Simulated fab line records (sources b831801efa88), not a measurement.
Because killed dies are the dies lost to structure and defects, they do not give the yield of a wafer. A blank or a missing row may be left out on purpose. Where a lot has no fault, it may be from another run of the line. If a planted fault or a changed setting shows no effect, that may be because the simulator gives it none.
Chamber matching + flow gf180mcu + GF_V4_CVD_02 on pecvd-02 has 3 sister chambers
The step deposits SiO2 from TEOS, target thk 850 nm, time 94.851 s. 6 wafers are shown with their chamber, then 8 later ones without.

== EACH WAFER AND ITS CHAMBER ==
| wafer  | chamber | heaterPowerW (W) |
|--------|---------|------------------|
| L480.5 | 1       | 859              |
| L482.6 | 0       | 714              |
| L484.3 | 0       | 721              |
| L484.4 | 2       | 804              |
| L484.5 | 2       | 635              |
| L487.1 | 1       | 867              |

== WAFERS WITH NO CHAMBER GIVEN ==
| wafer  | heaterPowerW (W) |
|--------|------------------|
| L487.2 | 715              |
| L487.6 | 648              |
| L489.2 | 797              |
| L489.5 | 634              |
| L489.6 | 794              |
| L496.3 | 727              |
| L496.5 | 817              |
| L496.6 | 705              |

== WHICH CHAMBER EACH ONE RAN IN ==
| wafer  | from the rows above          | in truth |
|--------|------------------------------|----------|
| L487.2 | can't be placed: 0 or 2      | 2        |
| L487.6 | can't be placed: 0 or 2      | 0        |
| L489.2 | can't be placed: 1 or 2 or 0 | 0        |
| L489.5 | can't be placed: 0 or 2      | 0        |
| L489.6 | can't be placed: 1 or 2 or 0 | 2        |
| L496.3 | can't be placed: 2 or 0 or 1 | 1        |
| L496.5 | can't be placed: 1 or 2 or 0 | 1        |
| L496.6 | can't be placed: 0 or 2      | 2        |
Placed correctly: 0 of 8. Can't be placed from these rows: 8 (the true chamber is among the candidates in 8). Number placed wrongly: 0.
How it was worked out, from the rows above alone: a wafer's distance from a chamber is the root of the sum, over the readings, of the square of ((its reading less the chamber's mean) divided by the reading's scatter). If the next closest chamber is less than 2 further off than the closest, the wafer can't be placed; otherwise it belongs to the closest. The mean given for a chamber averages the wafers shown for that chamber. How the scatter is found: for the shown wafers, subtract from each reading the mean of its chamber, square and add these, divide the total by (wafers less chambers), then take the root.
